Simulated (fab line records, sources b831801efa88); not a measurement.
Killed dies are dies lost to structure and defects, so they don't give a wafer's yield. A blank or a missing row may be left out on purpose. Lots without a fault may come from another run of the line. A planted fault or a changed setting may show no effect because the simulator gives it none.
A struck lot beside a sound one | flow sky130 | 18 steps out of a route of 708
Sound: wafers L693.3, L693.4, L693.6. Struck: wafers L699.1, L699.2, L699.4. The cause comes at the end.
At each step with rows: each side's tool, then ch and its chambers, then its first start. Under that, the readings that differ: sound wafers | struck wafers | difference of the means | sigmas: that difference in standard deviations of wafers without a fault.
alike: readings whose means differ by less than 2 such deviations, and words and numbers that are the same on both sides. not compared: withheld readings, readings that some wafer has no value for, bounds like >300 that may hide the same value, and numbers for which the record gives no deviation and whose values overlap.
The two part at a step that has a row with sigmas, a row that says differs or no value, or rows on one side only. Numbers that don't overlap but have no deviation are shown without sigmas and don't part them. A reading that every wafer of one side lacks parts them only if that side has two wafers or more.

SKY_FIELD_ISO_BOW_MEAS_00:
  sound on film_metro-03, day 2 11:02; struck on film_metro-01, day 3 17:00
  alike: INCOMING_BOW
then, 1 step without rows for these wafers: SKY_FIELD_ISO_OXIDATION_01 (stabilise 600 s, purge 300 s, target thk 12 nm).
SKY_FIELD_ISO_THK_MEAS_02:
  sound on film_metro-02, day 2 13:40; struck on film_metro-02, day 3 19:03
  alike: FIELD_ISO_OXIDATION_00_THK
SKY_FIELD_ISO_CVD_03: deposits Si3N4 from DCS/NH3, target thk 165 nm, time 2742 s.
  sound on lpcvd-02 ch 1, day 2 13:43; struck on lpcvd-02 ch 1, day 3 19:07
  alike: spike_tc_bottom_C, spike_tc_centre_C, susceptor_temp_C, zone_power_centre_pct
SKY_FIELD_ISO_THK_MEAS_04:
  sound on film_metro-03, day 2 15:31; struck on film_metro-03, day 3 20:54
  reading                   | sound             | struck            | difference | sigmas
  FIELD_ISO_CVD_03_THK (nm) | 157.8 157.4 157.2 | 137.3 137.9 138.7 | -19.5      | -12
then, 8 steps without rows for these wafers: SKY_FIELD_ISO_DEHYDRATE_05 (time 60 s); SKY_FIELD_ISO_HMDS_06 (prime time 60 s); SKY_FIELD_ISO_COAT_07 (resist thk 60 nm); SKY_FIELD_ISO_COAT_08 (resist thk 450 nm); SKY_FIELD_ISO_SOFTBAKE_09 (time 90 s); SKY_FIELD_ISO_EXPOSE_10 (exposes mask FOM, target cd 150 nm); SKY_FIELD_ISO_PEB_11; SKY_FIELD_ISO_DEVELOP_12 (develop time 57.78 s).
SKY_FIELD_ISO_CD_MEAS_13: target cd 150 nm.
  sound on cd_sem-01, day 3 07:12; struck on cd_sem-02, day 4 13:43
  alike: cd_nm
SKY_FIELD_ISO_ETCH_14: etches BARC in N2/H2, stops on SiO2, time 45.9 s, target depth 60 nm.
  sound on rie_diel-01 ch 0,1,2, day 3 07:17; struck on rie_diel-03 ch 0,2,3, day 4 13:50
  alike: drypump_motor_current_A, oes_product_au, throttle_valve_pct
  not compared: rf_hours_counter_h
SKY_FIELD_ISO_ETCH_15: etches the open film in CHF3/O2, stops on Si, target depth 180 nm, time 72 s.
  sound on rie_diel-01 ch 0,1,2, day 3 07:19; struck on rie_diel-03 ch 0,2,3, day 4 13:52
  reading                | sound             | struck            | difference | sigmas
  oes_product_au (a.u.)  | 0.913 0.928 0.923 | 0.856 0.853 0.865 | -0.063     | -9
  throttle_valve_pct (%) | 8.839 8.834 8.840 | 8.805 8.810 8.821 | -0.026     | -3
  alike: drypump_motor_current_A
  not compared: rf_hours_counter_h
SKY_FIELD_ISO_STRIP_16: strips in O2/N2.
  sound on plasma_asher-04 ch 0,1, day 3 07:25; struck on plasma_asher-02 ch 0,1, day 4 13:55
  reading                     | sound       | struck      | difference | sigmas
  drypump_motor_current_A (A) | 5.9 6.2 6.2 | 4.9 5.5 4.9 | -1.0       | -2
  alike: oes_product_au, strip_time_to_endpoint_s
  not compared: rf_hours_counter_h
-- the record jumps here: 45 days lie between the struck wafers' starts before and after (it left off in module FIELD_ISO and takes up again in module PAD_OPEN, whose first step shown is number 708 of the route) --
SKY_PAD_OPEN_PROBE_99:
  the record has rows for the struck wafers here (prober-02, day 49 05:10) and none for the sound ones

WHERE THEY PART
First at SKY_FIELD_ISO_THK_MEAS_04; last, within this record, at SKY_PAD_OPEN_PROBE_99.

WHY: what the simulator had put in
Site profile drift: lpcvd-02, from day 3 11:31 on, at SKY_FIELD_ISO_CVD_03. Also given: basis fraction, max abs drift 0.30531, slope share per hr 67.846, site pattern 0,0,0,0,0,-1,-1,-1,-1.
